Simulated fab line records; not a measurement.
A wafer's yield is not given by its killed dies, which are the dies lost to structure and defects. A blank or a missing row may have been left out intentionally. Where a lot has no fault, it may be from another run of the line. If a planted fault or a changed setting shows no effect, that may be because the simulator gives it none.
Check for tools in common / flow sky130 / 12 lots, 45 wafers sampled

== WHY IT WAS OPENED ==
SKY_VT_ADJUST_HVTR_TW_MEAS_11, reading VT_ADJUST_HVTR_TW: flagged on 3 of 12 lots. No-fault wafers: 212.3, standard deviation 0.89.
Rule: flag the lot when none of its wafers has a number, or when each of its wafers that has one lies beyond 4 standard deviations from that mean. All remaining lots are regarded as sound.

lot=L162; measured=day 12 09:52; on=film_metro-02; VT_ADJUST_HVTR_TW, wafer by wafer=30.2 30.2 30.1 30.1 30.1 30.2; flag=FLAGGED
lot=L163; measured=day 12 11:51; on=film_metro-04; VT_ADJUST_HVTR_TW, wafer by wafer=30.2 30.1 30.0 29.9 30.1 30.2; flag=FLAGGED
lot=L164; measured=day 12 20:43; on=film_metro-04; VT_ADJUST_HVTR_TW, wafer by wafer=30.2 30.1 30.0 30.1 30.1 30.4; flag=FLAGGED
lot=L166; measured=day 13 17:47; on=film_metro-01; VT_ADJUST_HVTR_TW, wafer by wafer=212.2 210.8 212.0; flag=
lot=L168; measured=day 14 04:35; on=film_metro-04; VT_ADJUST_HVTR_TW, wafer by wafer=212.2 212.1 211.0; flag=
lot=L169; measured=day 14 07:39; on=film_metro-01; VT_ADJUST_HVTR_TW, wafer by wafer=212.5 213.4 211.7; flag=
lot=L170; measured=day 14 11:48; on=film_metro-04; VT_ADJUST_HVTR_TW, wafer by wafer=211.2 211.2 213.4; flag=
lot=L171; measured=day 14 22:47; on=film_metro-02; VT_ADJUST_HVTR_TW, wafer by wafer=212.1 211.0 212.1; flag=
lot=L172; measured=day 15 02:50; on=film_metro-01; VT_ADJUST_HVTR_TW, wafer by wafer=211.4 210.8 212.6; flag=
lot=L173; measured=day 15 14:04; on=film_metro-01; VT_ADJUST_HVTR_TW, wafer by wafer=213.6 212.2 212.8; flag=
lot=L174; measured=day 15 19:15; on=film_metro-04; VT_ADJUST_HVTR_TW, wafer by wafer=214.1 213.2 212.8; flag=
lot=L176; measured=day 16 18:04; on=film_metro-01; VT_ADJUST_HVTR_TW, wafer by wafer=212.5 212.4 213.0; flag=
On average the flagged lots read 30.1, which is -182.2 against the usual, or -99 or more standard deviations.

== LOT BY LOT: THE TOOL USED ==
The record holds 2 process steps before the reading, out of a route of 708 steps. Each cell gives the tool, then ch followed by the chambers the sampled wafers passed through, then the start.
lot=L162; flag=FLAGGED; SKY_VT_ADJUST_NCORE_STRIP_10=plasma_asher-02 ch 0,1, day 11 09:27; SKY_VT_ADJUST_HVTR_STRIP_10=plasma_asher-02 ch 0,1, day 12 09:46
lot=L163; flag=FLAGGED; SKY_VT_ADJUST_NCORE_STRIP_10=plasma_asher-02 ch 0,1, day 11 11:56; SKY_VT_ADJUST_HVTR_STRIP_10=plasma_asher-02 ch 0,1, day 12 11:44
lot=L164; flag=FLAGGED; SKY_VT_ADJUST_NCORE_STRIP_10=plasma_asher-01 ch 0,1, day 11 20:05; SKY_VT_ADJUST_HVTR_STRIP_10=plasma_asher-01 ch 0,1, day 12 20:37
lot=L166; flag=; SKY_VT_ADJUST_NCORE_STRIP_10=plasma_asher-02 ch 0,1, day 12 15:46; SKY_VT_ADJUST_HVTR_STRIP_10=plasma_asher-01 ch 1, day 13 17:41
lot=L168; flag=; SKY_VT_ADJUST_NCORE_STRIP_10=plasma_asher-04 ch 0,1, day 13 03:04; SKY_VT_ADJUST_HVTR_STRIP_10=plasma_asher-03 ch 0,1, day 14 04:29
lot=L169; flag=; SKY_VT_ADJUST_NCORE_STRIP_10=plasma_asher-02 ch 0,1, day 13 05:41; SKY_VT_ADJUST_HVTR_STRIP_10=plasma_asher-02 ch 0,1, day 14 07:32
lot=L170; flag=; SKY_VT_ADJUST_NCORE_STRIP_10=plasma_asher-02 ch 0,1, day 13 09:49; SKY_VT_ADJUST_HVTR_STRIP_10=plasma_asher-01 ch 0,1, day 14 11:42
lot=L171; flag=; SKY_VT_ADJUST_NCORE_STRIP_10=plasma_asher-02 ch 0,1, day 13 19:58; SKY_VT_ADJUST_HVTR_STRIP_10=plasma_asher-01 ch 0,1, day 14 22:41
lot=L172; flag=; SKY_VT_ADJUST_NCORE_STRIP_10=plasma_asher-02 ch 1, day 14 00:25; SKY_VT_ADJUST_HVTR_STRIP_10=plasma_asher-03 ch 0,1, day 15 02:44
lot=L173; flag=; SKY_VT_ADJUST_NCORE_STRIP_10=plasma_asher-04 ch 0,1, day 14 10:01; SKY_VT_ADJUST_HVTR_STRIP_10=plasma_asher-02 ch 0,1, day 15 13:57
lot=L174; flag=; SKY_VT_ADJUST_NCORE_STRIP_10=plasma_asher-04 ch 0,1, day 14 15:35; SKY_VT_ADJUST_HVTR_STRIP_10=plasma_asher-02 ch 0,1, day 15 19:09
lot=L176; flag=; SKY_VT_ADJUST_NCORE_STRIP_10=plasma_asher-01 ch 0,1, day 15 13:05; SKY_VT_ADJUST_HVTR_STRIP_10=plasma_asher-03 ch 0,1, day 16 17:57
What these steps do:
- SKY_VT_ADJUST_NCORE_STRIP_10: strips in O2/N2.
- SKY_VT_ADJUST_HVTR_STRIP_10: strips in O2/N2.
- SKY_VT_ADJUST_HVTR_TW_MEAS_11

== FLAGGED OVER TOTAL, TOOL BY TOOL (the gauges that took the reading come last) ==
step=SKY_VT_ADJUST_NCORE_STRIP_10; tool=plasma_asher-01; lots run=2; flagged=1; share of the flagged lots=some; sound lots run after its first flagged lot=1 (L176)
step=SKY_VT_ADJUST_NCORE_STRIP_10; tool=plasma_asher-02; lots run=7; flagged=2; share of the flagged lots=some; sound lots run after its first flagged lot=5 (L166,L169,L170,L171,L172)
step=SKY_VT_ADJUST_NCORE_STRIP_10; tool=plasma_asher-04; lots run=3; flagged=0; share of the flagged lots=none; sound lots run after its first flagged lot=-
step=SKY_VT_ADJUST_HVTR_STRIP_10; tool=plasma_asher-01; lots run=4; flagged=1; share of the flagged lots=some; sound lots run after its first flagged lot=3 (L166,L170,L171)
step=SKY_VT_ADJUST_HVTR_STRIP_10; tool=plasma_asher-02; lots run=5; flagged=2; share of the flagged lots=some; sound lots run after its first flagged lot=3 (L169,L173,L174)
step=SKY_VT_ADJUST_HVTR_STRIP_10; tool=plasma_asher-03; lots run=3; flagged=0; share of the flagged lots=none; sound lots run after its first flagged lot=-
step=SKY_VT_ADJUST_HVTR_TW_MEAS_11; tool=film_metro-01; lots run=5; flagged=0; share of the flagged lots=none; sound lots run after its first flagged lot=-
step=SKY_VT_ADJUST_HVTR_TW_MEAS_11; tool=film_metro-02; lots run=2; flagged=1; share of the flagged lots=some; sound lots run after its first flagged lot=1 (L171)
step=SKY_VT_ADJUST_HVTR_TW_MEAS_11; tool=film_metro-04; lots run=5; flagged=2; share of the flagged lots=some; sound lots run after its first flagged lot=3 (L168,L170,L174)

== WHAT THE TABLE ALLOWS ==
No row of the table ran every flagged lot.

== WHAT THE SIMULATOR PUT IN ==
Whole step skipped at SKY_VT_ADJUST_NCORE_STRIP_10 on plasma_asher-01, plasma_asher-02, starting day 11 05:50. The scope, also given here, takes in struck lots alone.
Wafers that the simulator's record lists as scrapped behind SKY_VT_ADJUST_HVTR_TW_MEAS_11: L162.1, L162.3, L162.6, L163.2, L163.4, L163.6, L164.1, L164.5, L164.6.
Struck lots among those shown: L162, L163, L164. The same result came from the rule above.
